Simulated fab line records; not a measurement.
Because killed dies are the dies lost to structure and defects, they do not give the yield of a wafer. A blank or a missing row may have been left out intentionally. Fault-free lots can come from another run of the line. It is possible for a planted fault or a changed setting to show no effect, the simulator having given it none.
Code-filled problem report in 8D (eight disciplines) form | flow gf180mcu | the parts of the form that need people (team, actions taken, sign-off) are left out

1. PROBLEM STATEMENT
Wafers free of any fault read 1057 (standard deviation 5.4) for HV_LDD_2_TW at GF_HV_LDD_TW_MEAS_23, against a mean of 982 on 6 wafers of 2 lots. Relative to the usual mean, that is a shift of -14 standard deviations.
Seen first at day 14 03:51 on filmMetro-01, wafer L593.2. The record has a number at this step for 39 wafers belonging to 13 lots. Rule for "out", or "out of limits": more than 4 standard deviations from the usual mean. All remaining wafers that have a number are taken as sound.

2. WHAT THIS IS AND IS NOT
question                    | is                         | is not
which readings at this step | HV_LDD_2_TW                | -
which lots                  | L593, L594                 | L584, L585, L587, L588, L595, L597, L601, L602, L603, L604, L605
which wafers of those lots  | all that have a number     | -
read on which gauges        | filmMetro-01, filmMetro-04 | filmMetro-03
when                        | from day 14 03:51          | up to then (12 sound wafers); but 21 sound wafers of L595, L597, L601, L602, L603, L604, L605 came after

3. WHAT RULES OUT EACH SUSPECT
Counting: a tool stays on the suspect list if, at a process step up to the reading, it processed all lots that are out and no sound lot following the first of them.
- the gauge at GF_HV_LDD_TW_MEAS_23 is ruled out. Those wafers that are out were read across 2 gauges (filmMetro-01, filmMetro-04).
- implanter-01 at GF_HV_LDD_IMPLANT_21: ruled out as a lasting fault. Following L593 (day 14 03:37), the first lot on it that is out, the sound lots L601 were run on it.
Left after counting: nothing in the record.

4. THE CAUSE (what the simulator had put in)
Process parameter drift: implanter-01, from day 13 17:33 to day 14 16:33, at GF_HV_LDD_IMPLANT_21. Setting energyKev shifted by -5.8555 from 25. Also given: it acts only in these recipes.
It was ruled out by counting, in error; the rule expects a fault to strike all lots run on its tool from its start on, and this fault did not.

5. SEQUENCE OF EFFECTS, ordered by route
One row per reading whose mean, taken over the struck wafers that have a number, lies over 3 standard deviations from the usual. Only readings for which the record gives a usual standard deviation are gone through. hours: the time from each lot's start at the first step in this table that gives one to its start at this step, as a median over the lots. sigmas: the change in usual standard deviations.
hours | step                 | reading       | usual  | on struck wafers | change | sigmas
0     | GF_HV_LDD_IMPLANT_21 | beamEnergyKeV | 24.998 | 19.147           | -5.851 | -99 or more
0     | GF_HV_LDD_TW_MEAS_23 | HV_LDD_2_TW   | 1057   | 982              | -75    | -14
Its process steps:
- GF_HV_LDD_IMPLANT_21
Later measuring or inspecting steps at which every struck wafer that the step has a row for has a number for every such reading, and none has moved that far: GF_M4_CD_MEAS_14.

6. HOW IT WOULD HAVE BEEN CAUGHT EARLIER
10 hours passed between the start of the fault at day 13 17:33 and the first reading out of limits at a measuring or inspecting step in this record, taken at day 14 03:51.
Tool's own readings at GF_HV_LDD_IMPLANT_21, beamEnergyKeV: out on all struck wafers the step has rows for; an alarm limit on them would have tripped on the first.
